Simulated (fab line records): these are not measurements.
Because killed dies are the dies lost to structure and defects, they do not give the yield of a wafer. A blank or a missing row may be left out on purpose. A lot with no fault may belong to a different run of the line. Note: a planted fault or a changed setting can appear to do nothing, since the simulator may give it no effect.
Which tool did it? / flow sky130 / 18 wafers from 6 lots sampled at 3 of the route's 708 steps

WHAT THE GAUGES SHOWED, per wafer
SKY_VT_ADJUST_HVTP_CD_MEAS_07: the cd target is 380 nm.
lot=L176; measured=day 6 22:02; on=cd_sem-01; cd_nm (nm)=376.8 378.8 377.7
lot=L181; measured=day 8 07:26; on=cd_sem-01; cd_nm (nm)=379.4 382.5 379.7
lot=L186; measured=day 9 16:00; on=cd_sem-01; cd_nm (nm)=379.3 375.9 375.9
lot=L190; measured=day 10 12:46; on=cd_sem-02; cd_nm (nm)=- - -
lot=L194; measured=day 11 12:47; on=cd_sem-02; cd_nm (nm)=380.7 381.0 378.3
lot=L196; measured=day 12 10:13; on=cd_sem-01; cd_nm (nm)=383.4 383.4 382.5

TOOL THAT RAN EACH LOT (tool first, then ch and the chambers of the sampled wafers, then the start)
lot=L176; SKY_NWELL_RTA_28=rtp_anneal-01 ch 0, day 6 02:40; SKY_VT_ADJUST_HVTP_EXPOSE_04=iline_stepper-02 ch 0, day 6 12:55
lot=L181; SKY_NWELL_RTA_28=rtp_anneal-02 ch 0, day 7 10:32; SKY_VT_ADJUST_HVTP_EXPOSE_04=iline_stepper-01 ch 0, day 7 20:33
lot=L186; SKY_NWELL_RTA_28=rtp_anneal-01 ch 0, day 8 18:26; SKY_VT_ADJUST_HVTP_EXPOSE_04=iline_stepper-02 ch 0, day 9 05:46
lot=L190; SKY_NWELL_RTA_28=rtp_anneal-01 ch 0, day 9 15:01; SKY_VT_ADJUST_HVTP_EXPOSE_04=iline_stepper-01 ch 0, day 10 02:32
lot=L194; SKY_NWELL_RTA_28=rtp_anneal-02 ch 0, day 10 13:08; SKY_VT_ADJUST_HVTP_EXPOSE_04=iline_stepper-01 ch 0, day 11 01:55
lot=L196; SKY_NWELL_RTA_28=rtp_anneal-01 ch 0, day 11 10:22; SKY_VT_ADJUST_HVTP_EXPOSE_04=iline_stepper-01 ch 0, day 11 22:59
- SKY_NWELL_RTA_28: time 30 s.
- SKY_VT_ADJUST_HVTP_EXPOSE_04: exposes mask HVTPM, target cd 380 nm.

THE ANSWER, worked out from the rows above alone
Rule: usual is defined by the lots themselves. The widest of any qualifying gaps counts: lots, ordered by their means at a reading, are off when they make up no more than a third of the lots, leave a main group of 4 or more, and stand apart from it by 3 or more times the standard deviation of that group's means. The tables above print the reading to a certain number of digits; a main group whose means all agree to those digits is not used. Also off: a lot with no number at a reading for which 4 or more lots have one. Any other lot the step has rows for is counted as sound.
Off, at SKY_VT_ADJUST_HVTP_CD_MEAS_07 on cd_nm: L190. Without a number there: L190. Mean 379.7 nm and standard deviation 2.2 in the main group.
If a tool, at a process step before that reading, ran all the lots that are off and no sound lot after the first of them, it fits. Gauges at SKY_VT_ADJUST_HVTP_CD_MEAS_07: tried the same way as those tools. Not one of the candidates tried fits.

WHAT THE SIMULATOR HAD PUT IN
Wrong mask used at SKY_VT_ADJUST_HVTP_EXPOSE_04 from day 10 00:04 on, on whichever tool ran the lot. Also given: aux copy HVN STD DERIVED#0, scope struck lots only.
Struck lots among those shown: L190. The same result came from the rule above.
